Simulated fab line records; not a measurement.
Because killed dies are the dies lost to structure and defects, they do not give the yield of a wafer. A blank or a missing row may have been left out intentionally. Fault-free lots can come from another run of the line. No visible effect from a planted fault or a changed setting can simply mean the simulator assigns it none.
Which tool did it? + flow gf180mcu + 14 lots with 42 wafers sampled at 4 steps, on a route of 602 steps

== WHAT EACH GAUGE READ, for each wafer ==
GF_V1_THK_MEAS_03. Usual: V1_CVD_02_THK typically reads 848 nm, with standard deviation 10.
| lot  | measured     | on            | V1_CVD_02_THK (nm) | flag |
|------|--------------|---------------|--------------------|------|
| L133 | day 16 16:55 | film-metro-01 | 849 851 865        |      |
| L134 | day 17 03:06 | film-metro-02 | 831 852 849        |      |
| L135 | day 17 12:14 | film-metro-01 | 843 836 852        |      |
| L136 | day 17 23:20 | film-metro-03 | 838 844 837        |      |
| L137 | day 18 11:32 | film-metro-02 | 836 843 847        |      |
| L138 | day 18 14:43 | film-metro-03 | 838 854 864        |      |
| L143 | day 21 16:13 | film-metro-01 | 849 845 852        |      |
| L146 | day 22 06:25 | film-metro-01 | 833 829 848        |      |
| L145 | day 22 07:29 | film-metro-03 | 832 847 845        |      |
| L147 | day 23 08:07 | film-metro-01 | 839 847 853        |      |
| L149 | day 23 14:50 | film-metro-01 | 839 837 846        |      |
| L153 | day 24 02:47 | film-metro-03 | 833 837 849        |      |
| L155 | day 24 21:53 | film-metro-02 | 837 840 862        |      |
| L156 | day 25 05:05 | film-metro-01 | 867 876 875        |      |

GF_M2_RS_MEAS_05: the measuring method here is four-point-probe. Usual: M2_ALCU_RS typically reads 0.0671 ohm/sq, with standard deviation 0.00082.
| lot  | measured     | on            | M2_ALCU_RS (ohm/sq)  | flag |
|------|--------------|---------------|----------------------|------|
| L133 | day 17 17:31 | film-metro-04 | 0.0661 0.0677 0.0670 |      |
| L134 | day 18 04:19 | film-metro-01 | 0.0668 0.0670 0.0662 |      |
| L135 | day 18 14:36 | film-metro-04 | 0.0660 0.0662 0.0665 |      |
| L136 | day 19 02:29 | film-metro-01 | 0.0681 0.0677 0.0678 |      |
| L137 | day 19 13:57 | film-metro-04 | 0.0659 0.0657 0.0664 |      |
| L138 | day 19 18:00 | film-metro-04 | 0.0666 0.0666 0.0667 |      |
| L143 | day 22 18:00 | film-metro-02 | 0.0673 0.0664 0.0674 |      |
| L146 | day 23 07:48 | film-metro-01 | 0.0670 0.0678 0.0673 |      |
| L145 | day 23 09:07 | film-metro-01 | 0.0666 0.0668 0.0668 |      |
| L147 | day 24 08:14 | film-metro-01 | 0.0666 0.0664 0.0664 |      |
| L149 | day 24 15:20 | film-metro-02 | 0.0659 0.0660 0.0658 |      |
| L153 | day 25 02:34 | film-metro-01 | 0.0674 0.0681 0.0680 |      |
| L155 | day 25 22:19 | film-metro-04 | 0.0670 0.0667 0.0659 |      |
| L156 | day 26 04:20 | film-metro-02 | 0.0654 0.0661 0.0658 |      |

== TOOL THAT RAN EACH LOT (tool first, then ch and the chambers of the sampled wafers, then the start) ==
| lot  | GF_M1_SPUTTER_04             | GF_V1_CVD_23                  |
|------|------------------------------|-------------------------------|
| L133 | pvd-sputter-04, day 15 17:28 | cvd-w-01 ch 0, day 17 16:40   |
| L134 | pvd-sputter-02, day 16 03:15 | cvd-w-01 ch 1, day 18 03:30   |
| L135 | pvd-sputter-01, day 16 12:27 | cvd-w-01 ch 0,1, day 18 13:46 |
| L136 | pvd-sputter-02, day 16 23:11 | cvd-w-01 ch 0,1, day 19 01:37 |
| L137 | pvd-sputter-01, day 17 11:02 | cvd-w-01 ch 0,1, day 19 13:05 |
| L138 | pvd-sputter-04, day 17 13:54 | cvd-w-01 ch 0,1, day 19 17:11 |
| L143 | pvd-sputter-04, day 20 15:24 | cvd-w-01 ch 0,1, day 22 17:11 |
| L146 | pvd-sputter-01, day 21 05:53 | cvd-w-02 ch 0,1, day 23 06:59 |
| L145 | pvd-sputter-01, day 21 07:02 | cvd-w-01 ch 0,1, day 23 08:17 |
| L147 | pvd-sputter-04, day 22 08:01 | cvd-w-02 ch 0,1, day 24 07:25 |
| L149 | pvd-sputter-02, day 22 15:03 | cvd-w-01 ch 0,1, day 24 14:32 |
| L153 | pvd-sputter-01, day 23 02:55 | cvd-w-01 ch 0,1, day 25 01:46 |
| L155 | pvd-sputter-01, day 23 23:28 | cvd-w-01 ch 0,1, day 25 21:29 |
| L156 | pvd-sputter-02, day 24 05:50 | cvd-w-01 ch 0,1, day 26 03:32 |
- GF_M1_SPUTTER_04: material TiN, target thk 50 nm, time 41.7 s.
- GF_V1_CVD_23: deposits W, target thk 350 nm, time 105.05 s.

== AS READ BY THE TOOLS THEMSELVES (means over the sampled wafers that have a number; for cases with no such wafer, the mark the record gives instead) ==
GF_M1_SPUTTER_04. Usual: throttle-valve-pct reads 29.9 % (standard deviation 0.88).
| lot  | tool           | throttle-valve-pct (%) | flag |
|------|----------------|------------------------|------|
| L133 | pvd-sputter-04 | 30.1                   |      |
| L134 | pvd-sputter-02 | 29.1                   |      |
| L135 | pvd-sputter-01 | 29.9                   |      |
| L136 | pvd-sputter-02 | 29.4                   |      |
| L137 | pvd-sputter-01 | 30.1                   |      |
| L138 | pvd-sputter-04 | 30.4                   |      |
| L143 | pvd-sputter-04 | 29.8                   |      |
| L146 | pvd-sputter-01 | 30.5                   |      |
| L145 | pvd-sputter-01 | 29.9                   |      |
| L147 | pvd-sputter-04 | 29.6                   |      |
| L149 | pvd-sputter-02 | 29.2                   |      |
| L153 | pvd-sputter-01 | 30.3                   |      |
| L155 | pvd-sputter-01 | 30.5                   |      |
| L156 | pvd-sputter-02 | 29.9                   |      |

GF_V1_CVD_23. Usual: chamber-pressure-Torr 40.01 Torr, standard deviation 0.09; heater-power-w 914 W, standard deviation 77.
| lot  | tool     | chamber-pressure-Torr (Torr) | heater-power-w (W) | flag |
|------|----------|------------------------------|--------------------|------|
| L133 | cvd-w-01 | 40.02                        | 1010               |      |
| L134 | cvd-w-01 | 39.83                        | 896                |      |
| L135 | cvd-w-01 | 40.06                        | 932                |      |
| L136 | cvd-w-01 | 40.04                        | 974                |      |
| L137 | cvd-w-01 | 40.04                        | 975                |      |
| L138 | cvd-w-01 | 40.02                        | 930                |      |
| L143 | cvd-w-01 | 40.05                        | 932                |      |
| L146 | cvd-w-02 | 38.56                        | 856                | OFF  |
| L145 | cvd-w-01 | 40.03                        | 940                |      |
| L147 | cvd-w-02 | 38.66                        | 845                | OFF  |
| L149 | cvd-w-01 | 40.13                        | 945                |      |
| L153 | cvd-w-01 | 40.07                        | 982                |      |
| L155 | cvd-w-01 | 39.97                        | 981                |      |
| L156 | cvd-w-01 | 39.98                        | 983                |      |

== THE ANSWER, worked out from the rows above alone ==
Rule: take the mean of a lot's wafers that have a number; if it is more than 3 standard deviations from the usual mean, the lot is off. A lot without any number at a reading at which 4 lots or more have one is off too. Any other lot the step has rows for is counted as sound. The gauges are gone through in route order, then the tools' own readings, and for those a lot's mean is taken as printed above. The first step at which some lot is off is used, and at that step the reading that is off furthest; a lot without a number counts as furthest.
Off: L146, L147 (GF_V1_CVD_23, chamber-pressure-Torr).
If a tool, at that step or one of the process steps before it, ran each lot that is off and ran no sound lot following the first of them, it fits. One fits: GF_V1_CVD_23 on cvd-w-02. It ran no sound lot before its first lot that is off in this sample, so the start can't be narrowed down.
The tool's own readings at GF_V1_CVD_23 bear it out: on the lots that are off they differ by more than 5 times the standard deviation of the sound lots' means. chamber-pressure-Torr reads 38.61 Torr there against 40.02 Torr on the sound lots.

== WHAT THE SIMULATOR HAD PUT IN ==
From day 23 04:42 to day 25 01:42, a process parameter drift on cvd-w-02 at GF_V1_CVD_23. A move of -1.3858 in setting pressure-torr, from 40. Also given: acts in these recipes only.
Struck lots among those shown: L146, L147. The rule above reached the same finding.
